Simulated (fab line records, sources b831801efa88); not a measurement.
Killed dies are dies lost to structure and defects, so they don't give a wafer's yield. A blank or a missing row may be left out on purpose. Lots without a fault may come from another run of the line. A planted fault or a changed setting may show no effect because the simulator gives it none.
Chamber matching | flow sky130 | SKY_VIA3_CMP_02 on cmp-01: 4 sister chambers
The step polishes SiO2. 8 wafers are shown with their chamber, then 8 later ones without.

WAFERS WITH THEIR CHAMBER
wafer  | chamber | motor_current_A (A)
L308.3 | 0       | 12.0
L312.6 | 3       | 12.7
L314.2 | 0       | 11.7
L314.6 | 1       | 11.6
L313.1 | 2       | 11.5
L313.2 | 3       | 11.9
L313.3 | 1       | 11.0
L317.4 | 2       | 11.6

WAFERS WITHOUT THEIR CHAMBER
wafer  | motor_current_A (A)
L317.5 | 11.8
L317.6 | 11.4
L318.2 | 11.9
L318.3 | 11.5
L318.5 | 11.5
L322.1 | 11.5
L322.3 | 12.5
L322.4 | 11.1

WHICH CHAMBER EACH WENT THROUGH
wafer  | from the rows above               | in truth
L317.5 | can't be placed: 0 or 2 or 1 or 3 | 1
L317.6 | can't be placed: 1 or 2 or 0      | 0
L318.2 | can't be placed: 0 or 2 or 3 or 1 | 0
L318.3 | can't be placed: 2 or 1 or 0      | 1
L318.5 | can't be placed: 2 or 1 or 0      | 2
L322.1 | can't be placed: 2 or 1 or 0      | 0
L322.3 | can't be placed: 3 or 0           | 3
L322.4 | can't be placed: 1 or 2 or 0      | 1
Placed correctly: 0 of 8. Can't be placed from these rows: 8 (the true chamber is among the candidates in 8). Placed wrongly: 0.
How it was worked out, from the rows above alone: a wafer's distance from a chamber is the root of the sum, over the readings, of the square of ((its reading less the chamber's mean) divided by the reading's scatter). The wafer belongs to the nearest chamber; if the next one is less than 2 further off, it can't be placed. A chamber's mean is the mean of its shown wafers. The scatter: the root of (the sum of the squares of (reading less its chamber's mean) over the shown wafers, divided by (wafers less chambers)).
